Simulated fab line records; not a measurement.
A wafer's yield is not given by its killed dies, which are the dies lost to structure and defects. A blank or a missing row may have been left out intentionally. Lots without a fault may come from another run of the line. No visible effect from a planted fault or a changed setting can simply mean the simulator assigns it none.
fab line records + flow gf180mcu
[record]
- lots = 12
- wafers = 36
- last_day = 34
route steps=602 shown CONTACT@311 M1@329 M2@379 V3@444
lots untouched by any fault: they come from a run of this same line in which no faults occurred
start_h: hours from the record's opening day to when the first of the lot's shown wafers began + wait_h: how many hours have passed since the lot's step before this one + " identical to the entry in the row above + L1.1+2: a single row standing in for several wafers + - no value, or no start given + * or withheld: withheld + < > ~ a bound
route shown NAME@n: NAME is a module with steps in the file, n the number in the route of the first one + usual: mean and standard deviation over wafers with no fault + same: alike in all rows + chamber/n: place in a boat + sites: readings site by site + _std_site: how widely they spread, as a standard deviation + _edge_site: inner sites' mean taken away from outer sites' mean + radius_mm: for every site, how far away it sits from the centre of the wafer + mask NAME#n: copy n + behind: the most recent tool/chamber to have shaped the wafer + hold: why the lot was held/for how many hours/how that ended + device: the n, p or np transistor that did not switch + end of line: at the end of the route, the tests of the same wafers + for a step that has no rows: nothing shown but its recipe + killed: not the wafer's yield, but the dies lost to structure and defects at the first sort + map: the dies of a wafer, with x for killed, . for not killed, _ for no die there
set.NAME: the run value of the setting; set.NAME@STEP: its run value at that earlier step + model.NAME: the simulator's own value behind a step, which no gauge read
the route's steps for a sample of lots (tables are steps, rows are wafers)
services: when a tool's chamber went out of use (start_h, in hours from the record's first day, below 0 if earlier), for how many hours, and the reason
[[steps]]
[step GF_CONTACT_CVD_24]
[recipe]
- material = W
- target_thk_nm = 300
- time_s = 90.339
- temp_c = 400
- pressure_torr = 40
[usual]
- heater_power_w = 833/27
| lot.wafer | tool     | chamber | start_h | wait_h | heater_power_w | since_wet_clean_h |
|-----------|----------|---------|---------|--------|----------------|-------------------|
| L619.4    | cvd_w-02 | 1       | 381.97  | 0.1    | 813            | -                 |
| L619.5    | "        | 1       | "       | "      | 837            | -                 |
| L619.6    | "        | 0       | "       | "      | 833            | -                 |
| L620.1    | cvd_w-02 | 0       | 389.81  | 0.0    | 834            | 486               |
| L620.2    | "        | 1       | "       | "      | 802            | 486               |
| L620.6    | "        | 0       | "       | "      | 820            | -                 |
| L621.1    | cvd_w-02 | 1       | 408.86  | 0.0    | 816            | 505               |
| L621.3    | "        | 0       | "       | "      | 847            | -                 |
| L621.5    | "        | 0       | "       | "      | 851            | -                 |
| L622.1    | cvd_w-02 | 1       | 421.94  | 0.0    | 829            | 518               |
| L622.2    | "        | 0       | "       | "      | 836            | 518               |
| L622.5    | "        | 1       | "       | "      | 810            | -                 |
| L623.1    | cvd_w-01 | 1       | 423.94  | 0.0    | 865            | 20                |
| L623.2    | "        | 0       | "       | "      | 792            | 20                |
| L623.5    | "        | 1       | "       | "      | 859            | -                 |
| L631.1    | cvd_w-02 | 1       | 490.13  | 0.0    | 834            | 586               |
| L631.2    | "        | 0       | "       | "      | 848            | 586               |
| L631.6    | "        | 0       | "       | "      | 843            | -                 |
| L632.1    | cvd_w-01 | 0       | 494.50  | 0.0    | 813            | 91                |
| L632.2    | "        | 1       | "       | "      | 867            | 91                |
| L632.3    | "        | 0       | "       | "      | 799            | -                 |
| L633.1    | cvd_w-02 | 0       | 504.34  | 0.0    | 859            | 600               |
| L633.4    | "        | 1       | "       | "      | 820            | -                 |
| L633.5    | "        | 1       | "       | "      | 805            | -                 |
| L634.2    | cvd_w-02 | 0       | 513.96  | 0.0    | 851            | 610               |
| L634.3    | "        | 0       | "       | "      | 834            | -                 |
| L634.4    | "        | 1       | "       | "      | 820            | -                 |
| L637.1    | cvd_w-02 | 0       | 538.66  | 0.0    | 845            | 635               |
| L637.2    | "        | 1       | "       | "      | 834            | 635               |
| L637.3    | "        | 1       | "       | "      | 840            | -                 |
| L639.2    | cvd_w-02 | 0       | 550.54  | 0.0    | 861            | 647               |
| L639.3    | "        | 0       | "       | "      | 840            | -                 |
| L639.6    | "        | 1       | "       | "      | 825            | -                 |
| L640.3    | cvd_w-01 | 0       | 569.37  | 0.1    | 820            | -                 |
| L640.5    | "        | 0       | "       | "      | 830            | -                 |
| L640.6    | "        | 1       | "       | "      | 866            | -                 |
[step GF_CONTACT_RS_MEAS_25]
[recipe]
- thk_meas_gauge = four-point-probe
- reads = W_of_CONTACT_CVD_24+TiN_of_CONTACT_SPUTTER_23+Ti_of_CONTACT_SPUTTER_22
[usual]
- CONTACT_W_RS = 0.384/0.0045
| lot.wafer | tool          | chamber | start_h | wait_h | CONTACT_W_RS[ohm/sq] |
|-----------|---------------|---------|---------|--------|----------------------|
| L619.4    | film_metro-02 | -       | 382.10  | 0.1    | 0.384                |
| L619.5    | "             | -       | "       | "      | 0.390                |
| L619.6    | "             | -       | "       | "      | 0.390                |
| L620.1    | film_metro-04 | -       | 389.91  | 0.1    | 0.385                |
| L620.2    | "             | -       | "       | "      | 0.384                |
| L620.6    | "             | -       | "       | "      | 0.384                |
| L621.1    | film_metro-04 | -       | 408.96  | 0.1    | 0.383                |
| L621.3    | "             | -       | "       | "      | 0.369                |
| L621.5    | "             | -       | "       | "      | 0.364                |
| L622.1    | film_metro-04 | -       | 422.04  | 0.1    | 0.388                |
| L622.2    | "             | -       | "       | "      | 0.371                |
| L622.5    | "             | -       | "       | "      | 0.386                |
| L623.1    | film_metro-02 | -       | 424.04  | 0.1    | 0.379                |
| L623.2    | "             | -       | "       | "      | 0.388                |
| L623.5    | "             | -       | "       | "      | 0.383                |
| L631.1    | film_metro-01 | -       | 490.24  | 0.1    | 0.384                |
| L631.2    | "             | -       | "       | "      | 0.390                |
| L631.6    | "             | -       | "       | "      | 0.383                |
| L632.1    | film_metro-04 | -       | 494.60  | 0.1    | 0.382                |
| L632.2    | "             | -       | "       | "      | 0.382                |
| L632.3    | "             | -       | "       | "      | 0.387                |
| L633.1    | film_metro-04 | -       | 504.44  | 0.1    | 0.391                |
| L633.4    | "             | -       | "       | "      | 0.393                |
| L633.5    | "             | -       | "       | "      | 0.390                |
| L634.2    | film_metro-01 | -       | 514.08  | 0.1    | 0.388                |
| L634.3    | "             | -       | "       | "      | 0.387                |
| L634.4    | "             | -       | "       | "      | 0.389                |
| L637.1    | film_metro-01 | -       | 538.76  | 0.1    | 0.380                |
| L637.2    | "             | -       | "       | "      | 0.386                |
| L637.3    | "             | -       | "       | "      | 0.387                |
| L639.2    | film_metro-01 | -       | 550.66  | 0.1    | 0.386                |
| L639.3    | "             | -       | "       | "      | 0.385                |
| L639.6    | "             | -       | "       | "      | 0.389                |
| L640.3    | film_metro-01 | -       | 569.47  | 0.1    | 0.384                |
| L640.5    | "             | -       | "       | "      | 0.381                |
| L640.6    | "             | -       | "       | "      | 0.378                |
[step GF_CONTACT_THK_MEAS_26]
[recipe]
- thk_meas_gauge = xrf
- reads = W_of_CONTACT_CVD_24
[usual]
- CONTACT_W_THK = 301/4.7
| lot.wafer | tool          | chamber | start_h | wait_h | CONTACT_W_THK[nm] |
|-----------|---------------|---------|---------|--------|-------------------|
| L619.4    | film_metro-02 | -       | 382.19  | 0.1    | 302               |
| L619.5    | "             | -       | "       | "      | 296               |
| L619.6    | "             | -       | "       | "      | 297               |
| L620.1    | film_metro-04 | -       | 390.03  | 0.1    | 303               |
| L620.2    | "             | -       | "       | "      | 305               |
| L620.6    | "             | -       | "       | "      | 306               |
| L621.1    | film_metro-04 | -       | 409.08  | 0.1    | 306               |
| L621.3    | "             | -       | "       | "      | 317               |
| L621.5    | "             | -       | "       | "      | 321               |
| L622.1    | film_metro-04 | -       | 422.16  | 0.1    | 300               |
| L622.2    | "             | -       | "       | "      | 315               |
| L622.5    | "             | -       | "       | "      | 302               |
| L623.1    | film_metro-02 | -       | 424.16  | 0.1    | 309               |
| L623.2    | "             | -       | "       | "      | 301               |
| L623.5    | "             | -       | "       | "      | 307               |
| L631.1    | film_metro-01 | -       | 490.36  | 0.1    | 296               |
| L631.2    | "             | -       | "       | "      | 292               |
| L631.6    | "             | -       | "       | "      | 297               |
| L632.1    | film_metro-04 | -       | 494.72  | 0.1    | 305               |
| L632.2    | "             | -       | "       | "      | 305               |
| L632.3    | "             | -       | "       | "      | 302               |
| L633.1    | film_metro-04 | -       | 504.56  | 0.1    | 298               |
| L633.4    | "             | -       | "       | "      | 298               |
| L633.5    | "             | -       | "       | "      | 301               |
| L634.2    | film_metro-01 | -       | 514.19  | 0.1    | 297               |
| L634.3    | "             | -       | "       | "      | 297               |
| L634.4    | "             | -       | "       | "      | 295               |
| L637.1    | film_metro-01 | -       | 538.88  | 0.1    | 301               |
| L637.2    | "             | -       | "       | "      | 298               |
| L637.3    | "             | -       | "       | "      | 296               |
| L639.2    | film_metro-01 | -       | 550.77  | 0.1    | 295               |
| L639.3    | "             | -       | "       | "      | 298               |
| L639.6    | "             | -       | "       | "      | 295               |
| L640.3    | film_metro-01 | -       | 569.57  | 0.1    | 297               |
| L640.5    | "             | -       | "       | "      | 299               |
| L640.6    | "             | -       | "       | "      | 303               |
[step GF_M1_CD_MEAS_14]
[recipe]
- target_cd_nm = 230
[usual]
- cd_nm = 229.7/1.6
| lot.wafer | tool      | chamber | start_h | wait_h | cd_nm |
|-----------|-----------|---------|---------|--------|-------|
| L619.4    | cd_sem-01 | -       | 405.09  | 0.1    | 227.8 |
| L619.5    | "         | -       | "       | "      | 226.9 |
| L619.6    | "         | -       | "       | "      | 227.1 |
| L620.1    | cd_sem-01 | -       | 413.93  | 0.1    | 230.2 |
| L620.2    | "         | -       | "       | "      | 231.2 |
| L620.6    | "         | -       | "       | "      | 229.2 |
| L621.1    | cd_sem-01 | -       | 433.18  | 0.1    | 227.7 |
| L621.3    | "         | -       | "       | "      | 227.1 |
| L621.5    | "         | -       | "       | "      | 227.2 |
| L622.1    | cd_sem-02 | -       | 446.68  | 0.1    | 228.1 |
| L622.2    | "         | -       | "       | "      | 227.8 |
| L622.5    | "         | -       | "       | "      | 228.3 |
| L623.1    | cd_sem-02 | -       | 448.98  | 0.1    | 229.1 |
| L623.2    | "         | -       | "       | "      | 229.6 |
| L623.5    | "         | -       | "       | "      | 230.1 |
| L631.1    | cd_sem-01 | -       | 513.87  | 0.1    | 229.2 |
| L631.2    | "         | -       | "       | "      | 228.2 |
| L631.6    | "         | -       | "       | "      | 230.4 |
| L632.1    | cd_sem-02 | -       | 518.54  | 0.1    | 229.3 |
| L632.2    | "         | -       | "       | "      | 228.8 |
| L632.3    | "         | -       | "       | "      | 226.6 |
| L633.1    | cd_sem-02 | -       | 528.42  | 0.1    | 230.2 |
| L633.4    | "         | -       | "       | "      | 231.4 |
| L633.5    | "         | -       | "       | "      | 231.5 |
| L634.2    | cd_sem-01 | -       | 538.06  | 0.1    | 229.5 |
| L634.3    | "         | -       | "       | "      | 228.2 |
| L634.4    | "         | -       | "       | "      | 227.2 |
| L637.1    | cd_sem-02 | -       | 561.67  | 0.1    | 228.3 |
| L637.2    | "         | -       | "       | "      | 229.0 |
| L637.3    | "         | -       | "       | "      | 229.4 |
| L639.2    | cd_sem-01 | -       | 573.15  | 0.1    | 231.4 |
| L639.3    | "         | -       | "       | "      | 231.2 |
| L639.6    | "         | -       | "       | "      | 231.4 |
| L640.3    | cd_sem-02 | -       | 591.38  | 0.1    | 231.5 |
| L640.5    | "         | -       | "       | "      | 230.3 |
| L640.6    | "         | -       | "       | "      | 232.9 |
[step GF_M2_STRIP_17]
[recipe]
- chemistry = O2/N2
- power_w = 1400
- pressure_mtorr = 1500
- platen_temp_c = 250
- o2_flow_sccm = 3000
- n2_flow_sccm = 300
- overash_fraction = 0.5
[usual]
- drypump_motor_current_A = 5.8/0.41
- heater_power_w = 347/22
- oes_product_au = 0.538/0.0053
- strip_time_to_endpoint_s = 7.41/0.044
| lot.wafer | tool            | chamber | start_h | wait_h | drypump_motor_current_A | heater_power_w | oes_product_au | rf_hours_counter_h | strip_time_to_endpoint_s |
|-----------|-----------------|---------|---------|--------|-------------------------|----------------|----------------|--------------------|--------------------------|
| L619.4    | plasma_asher-03 | 0       | 455.95  | 0.1    | 5.8                     | 338            | 0.545          | -                  | 7.49                     |
| L619.5    | "               | 1       | "       | "      | 6.5                     | 339            | 0.539          | -                  | 7.45                     |
| L619.6    | "               | 0       | "       | "      | 5.7                     | 336            | 0.541          | -                  | 7.48                     |
| L620.1    | plasma_asher-04 | 0       | 465.77  | 0.1    | 6.1                     | 359            | 0.542          | 35                 | 7.43                     |
| L620.2    | "               | 1       | "       | "      | 5.3                     | 326            | 0.534          | 35                 | 7.39                     |
| L620.6    | "               | 0       | "       | "      | 6.0                     | 355            | 0.538          | -                  | 7.41                     |
| L621.1    | plasma_asher-04 | 0       | 485.37  | 0.1    | 6.0                     | 364            | 0.535          | 37                 | 7.50                     |
| L621.3    | "               | 1       | "       | "      | 5.3                     | 330            | 0.529          | -                  | 7.48                     |
| L621.5    | "               | 1       | "       | "      | 5.3                     | 327            | 0.540          | -                  | 7.41                     |
| L622.1    | plasma_asher-03 | 1       | 498.78  | 0.1    | 6.5                     | 336            | 0.533          | 73                 | 7.41                     |
| L622.2    | "               | 0       | "       | "      | 5.8                     | 333            | 0.531          | 73                 | 7.35                     |
| L622.5    | "               | 1       | "       | "      | 6.5                     | 332            | 0.537          | -                  | 7.35                     |
| L623.1    | plasma_asher-03 | 1       | 501.67  | 0.1    | 6.5                     | 333            | 0.542          | 74                 | 7.42                     |
| L623.2    | "               | 0       | "       | "      | 5.8                     | 330            | 0.536          | 74                 | 7.47                     |
| L623.5    | "               | 1       | "       | "      | 6.5                     | 333            | 0.532          | -                  | 7.41                     |
| L631.1    | plasma_asher-02 | 0       | 562.31  | 0.1    | 6.1                     | 326            | 0.535          | 13                 | 7.39                     |
| L631.2    | "               | 1       | "       | "      | 5.4                     | 378            | 0.544          | 13                 | 7.40                     |
| L631.6    | "               | 1       | "       | "      | 5.4                     | 388            | 0.535          | -                  | 7.43                     |
| L632.1    | plasma_asher-02 | 0       | 567.32  | 0.1    | 6.1                     | 329            | 0.536          | 13                 | 7.40                     |
| L632.2    | "               | 1       | "       | "      | 5.4                     | 379            | 0.534          | 13                 | 7.42                     |
| L632.3    | "               | 1       | "       | "      | 5.4                     | 385            | 0.545          | -                  | 7.45                     |
| L633.1    | plasma_asher-02 | 0       | 575.75  | 0.1    | 6.1                     | 331            | 0.537          | 15                 | 7.43                     |
| L633.4    | "               | 1       | "       | "      | 5.4                     | 376            | 0.538          | -                  | 7.33                     |
| L633.5    | "               | 0       | "       | "      | 6.1                     | 336            | 0.535          | -                  | 7.48                     |
| L634.2    | plasma_asher-02 | 1       | 585.50  | 0.1    | 5.4                     | 387            | 0.545          | 15                 | 7.45                     |
| L634.3    | "               | 1       | "       | "      | 5.4                     | 379            | 0.538          | -                  | 7.36                     |
| L634.4    | "               | 0       | "       | "      | 6.1                     | 325            | 0.537          | -                  | 7.47                     |
| L637.1    | plasma_asher-02 | 1       | 607.07  | 0.1    | 5.4                     | 379            | 0.537          | 18                 | 7.42                     |
| L637.2    | "               | 0       | "       | "      | 6.1                     | 334            | 0.533          | 18                 | 7.34                     |
| L637.3    | "               | 1       | "       | "      | 5.4                     | 380            | 0.541          | -                  | 7.43                     |
| L639.2    | plasma_asher-03 | 1       | 618.57  | 0.1    | 6.5                     | 330            | 0.535          | 85                 | 7.45                     |
| L639.3    | "               | 0       | "       | "      | 5.8                     | 335            | 0.531          | -                  | 7.34                     |
| L639.6    | "               | 0       | "       | "      | 5.8                     | 335            | 0.547          | -                  | 7.43                     |
| L640.3    | plasma_asher-02 | 1       | 636.44  | 0.1    | 5.3                     | 384            | 0.536          | -                  | 7.37                     |
| L640.5    | "               | 0       | "       | "      | 6.1                     | 328            | 0.532          | -                  | 7.38                     |
| L640.6    | "               | 1       | "       | "      | 5.3                     | 390            | 0.542          | -                  | 7.38                     |
[step GF_V3_OVL_MEAS_15]
[usual]
- V3_OVL = -1/6
| lot.wafer | tool       | chamber | start_h | wait_h | V3_OVL[nm] |
|-----------|------------|---------|---------|--------|------------|
| L619.4    | overlay-01 | -       | 531.67  | 0.1    | -5         |
| L619.5    | "          | -       | "       | "      | -2         |
| L619.6    | "          | -       | "       | "      | -8         |
| L620.1    | overlay-01 | -       | 540.45  | 0.1    | 1          |
| L620.2    | "          | -       | "       | "      | -4         |
| L620.6    | "          | -       | "       | "      | -9         |
| L621.1    | overlay-02 | -       | 560.39  | 0.1    | 1          |
| L621.3    | "          | -       | "       | "      | 5          |
| L621.5    | "          | -       | "       | "      | -3         |
| L622.1    | overlay-02 | -       | 571.81  | 0.1    | -12        |
| L622.2    | "          | -       | "       | "      | -6         |
| L622.5    | "          | -       | "       | "      | -10        |
| L623.1    | overlay-02 | -       | 573.59  | 0.1    | 9          |
| L623.2    | "          | -       | "       | "      | 6          |
| L623.5    | "          | -       | "       | "      | 6          |
| L631.1    | overlay-01 | -       | 628.81  | 0.1    | 7          |
| L631.2    | "          | -       | "       | "      | 6          |
| L631.6    | "          | -       | "       | "      | 7          |
| L632.1    | overlay-01 | -       | 635.15  | 0.1    | -1         |
| L632.2    | "          | -       | "       | "      | -7         |
| L632.3    | "          | -       | "       | "      | -1         |
| L633.1    | overlay-01 | -       | 642.70  | 0.1    | 4          |
| L633.4    | "          | -       | "       | "      | 4          |
| L633.5    | "          | -       | "       | "      | 9          |
| L634.2    | overlay-02 | -       | 651.71  | 0.1    | -1         |
| L634.3    | "          | -       | "       | "      | -1         |
| L634.4    | "          | -       | "       | "      | 3          |
| L637.1    | overlay-01 | -       | 671.70  | 0.1    | 1          |
| L637.2    | "          | -       | "       | "      | 0          |
| L637.3    | "          | -       | "       | "      | 3          |
| L639.2    | overlay-01 | -       | 682.61  | 0.1    | 9          |
| L639.3    | "          | -       | "       | "      | 6          |
| L639.6    | "          | -       | "       | "      | 2          |
| L640.3    | overlay-01 | -       | 699.22  | 0.1    | -2         |
| L640.5    | "          | -       | "       | "      | -10        |
| L640.6    | "          | -       | "       | "      | -5         |
[[services]]
| tool            | chamber | start_h | hours | kind       |
|-----------------|---------|---------|-------|------------|
| cvd_w-01        | -       | 390.00  | 14.0  | pm         |
| cvd_w-01        | 0       | 390.00  | 14.0  | vent_cycle |
| cvd_w-01        | 1       | 390.00  | 15.4  | vent_cycle |
| cvd_w-01        | 1       | 402.67  | 2.7   | repair     |
| cvd_w-01        | 0       | 404.00  | -     | clean      |
| cvd_w-01        | 1       | 404.00  | -     | clean      |
| plasma_asher-02 | -       | 421.25  | 9.0   | pm         |
| plasma_asher-02 | 0       | 421.25  | 9.0   | vent_cycle |
| plasma_asher-02 | 1       | 421.25  | 9.0   | vent_cycle |
| plasma_asher-02 | 0       | 430.25  | -     | clean      |
| plasma_asher-02 | 1       | 430.25  | -     | clean      |
| cvd_w-02        | -       | 474.01  | 6.9   | pm         |
| cvd_w-01        | 0       | 477.37  | 3.2   | repair     |
| plasma_asher-03 | -       | 495.76  | 1.2   | repair     |
| plasma_asher-02 | -       | 512.41  | 14.6  | pm         |
| plasma_asher-03 | -       | 515.43  | 4.0   | pm         |
| cvd_w-02        | 0       | 526.88  | 2.6   | repair     |
| plasma_asher-03 | -       | 561.71  | 13.5  | repair     |
| plasma_asher-04 | -       | 566.05  | 2.7   | repair     |
| cvd_w-02        | -       | 580.09  | 6.0   | pm         |
| cvd_w-01        | 1       | 580.34  | 1.2   | repair     |
| cvd_w-02        | -       | 614.17  | 1.3   | repair     |
| plasma_asher-03 | -       | 626.95  | 0.7   | repair     |
[[key]]
[first_sign]
- step = GF_CONTACT_RS_MEAS_25
- reading = CONTACT_W_RS
- direction = down
- sigmas = 3.6
- usual = 0.384
- struck = 0.368
[effect]
- step = GF_CONTACT_THK_MEAS_26
- reading = CONTACT_W_THK
- direction = up
- sigmas = 3.4
- usual = 301
- struck = 317
met_at GF_CONTACT_CVD_24
struck_lots L621,L622
struck_wafers L621.3,L621.5,L622.2
tester_left_out L621,L622
not_acting_at GF_M1_CD_MEAS_14,GF_M2_STRIP_17,GF_V3_OVL_MEAS_15
onset_between 389.81 408.86
[fault]
- kind = process_parameter_drift
- tool = cvd_w-02
- chamber = 0
- onset_h = 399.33
- steps = GF_CONTACT_CVD_24
- channel = target_thk_nm
- offset = 13.025
- shape = step
- end_h = 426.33
- acts_in = these_recipes_only
- stated = 300
// tester_left_out: of these lots the tester's yield and bins aren't shown, on N5 and GAA mostly nor the transistor test; their killed dies are dies lost to structure and defects alone, not to doping, threshold or leakage, so they don't give the yield
